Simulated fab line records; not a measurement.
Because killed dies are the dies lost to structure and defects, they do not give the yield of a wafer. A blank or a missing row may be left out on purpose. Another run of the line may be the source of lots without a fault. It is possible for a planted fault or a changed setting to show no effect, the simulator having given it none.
Split-lot experiment ; flow sfqLine ; on a route of 325 steps: 5 lots, 23 wafers read

## THE SPLIT ITSELF
At SFQ_TRILAYER_L0_LITHO_COAT_005 (resist thk 600 nm), the setting spinRpm was moved away from the recipe's 3000 rpm on 8 of the 23 wafers read, by -6.2% to +2.0%. All remaining wafers had this setting at the recipe value.

## FROM THE SPLIT TO THE READING: what the file shows between them, 2 steps
- SFQ_TRILAYER_L0_LITHO_PEB_008: peb time 60 s (also split here: pebTimeS)
- SFQ_TRILAYER_L0_LITHO_DEVELOP_007: time 60 s

## THE READING
KrF_of_TRILAYER_L0_LITHO_COAT_005.thkNm (the simulator's own value, which no gauge read), in nm, at SFQ_TRILAYER_L0_BARC_OPEN_METAL_ETCH_010 (etches BARC in O2, target depth 125 nm, time 41.7 s). No usual value for it is given in the file. Here, 15 wafers ran the recipe; their average is 522.5 nm with a standard deviation of 1.7 nm.

wafer;tool, chamber at the split;spinRpm as run, rpm;against the recipe;KrF_of_TRILAYER_L0_LITHO_COAT_005.thkNm, nm;against lot-mates on the recipe
L075.2;lithoTrack-03, 0;3000;recipe;522.5;-
L075.3;lithoTrack-03, 0;3000;recipe;523.3;-
L075.4;lithoTrack-03, 0;3000;recipe;521.8;-
L075.5;lithoTrack-03, 0;3000;recipe;523.1;-
L075.6;lithoTrack-03, 0;3000;recipe;523.2;-
L077.1;lithoTrack-04, 0;3000;recipe;524.7;-
L077.2;lithoTrack-04, 0;2815;-6.2%;541.6;+17.2
L077.4;lithoTrack-04, 0;3000;recipe;524;-
L077.5;lithoTrack-04, 0;3000;recipe;524.4;-
L077.6;lithoTrack-04, 0;2815;-6.2%;541.5;+17.1
L079.1;lithoTrack-03, 0;3000;recipe;523;-
L079.4;lithoTrack-03, 0;3000;recipe;521.1;-
L079.6;lithoTrack-03, 0;3000;recipe;521.3;-
L080.1;lithoTrack-01, 0;2875;-4.2%;536.8;+13.5
L080.2;lithoTrack-01, 0;3000;recipe;522.5;-
L080.3;lithoTrack-01, 0;2875;-4.2%;537;+13.8
L080.5;lithoTrack-01, 0;3000;recipe;524;-
L080.6;lithoTrack-01, 0;2875;-4.2%;537;+13.8
L084.1;lithoTrack-03, 0;3000;recipe;520.2;-
L084.2;lithoTrack-03, 0;3000;recipe;517.8;-
L084.3;lithoTrack-03, 0;3061;+2.0%;512.9;-6.1
L084.5;lithoTrack-03, 0;3061;+2.0%;514;-5.0
L084.6;lithoTrack-03, 0;3061;+2.0%;514;-5.0

THE FIT
A straight line over all 23 wafers: KrF_of_TRILAYER_L0_LITHO_COAT_005.thkNm changes by -3.39 nm for each +1% of spinRpm; r = -0.98; the points scatter about the line by 1.7 nm.
The same after taking each lot's own level away (the mean of its wafers on the recipe; 23 wafers): -2.93 nm for each +1%; r = -0.99; scatter 0.9 nm.
On that fit, the largest move of spinRpm shifts the reading by 18 nm.
Measured against the standard deviation above, the lots' own levels, which go from 519.00 to 524.37 nm, span 3.1 times it.
So the slope is not independent of the lot-to-lot level: the two fits are not the same.
Check: +18.7 nm against its lot-mates is what the line predicts for one of the wafers moved furthest among these (-6.2%) when that wafer is left out of the fit. Against them it came out at +17.2 nm.

## FURTHER SPLITS ON THESE WAFERS
Before the reading, these wafers also passed through other splits. Each is held against what the fit with the lots' levels taken away leaves over:
other split on the same wafers;wafers away from the commonest value;r with KrF_of_TRILAYER_L0_LITHO_COAT_005.thkNm (lot level and that fit taken away)
SFQ_TRILAYER_L0_LITHO_PEB_008 pebTimeS;11;+0.25

## THE WHOLE CHAIN: every reading that the file lists as answering this split, in the file's order
step;what it does;reading;change (the file's fit);r (the file's)
SFQ_TRILAYER_L0_LITHO_COAT_005;resist thk 600 nm;KrF_of_TRILAYER_L0_LITHO_COAT_005.thkNm (the simulator's own value, which no gauge read);-3.04 nm for each +1% of the setting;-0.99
SFQ_TRILAYER_L0_BARC_OPEN_METAL_ETCH_010;etches BARC in O2, target depth 125 nm, time 41.7 s;KrF_of_TRILAYER_L0_LITHO_COAT_005.thkNm (the simulator's own value, which no gauge read);-2.92 nm for each +1% of the setting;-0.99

## THE FILE'S OWN FIT
KrF_of_TRILAYER_L0_LITHO_COAT_005.thkNm changes by -2.92 nm for each +1% of spinRpm, r = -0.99.
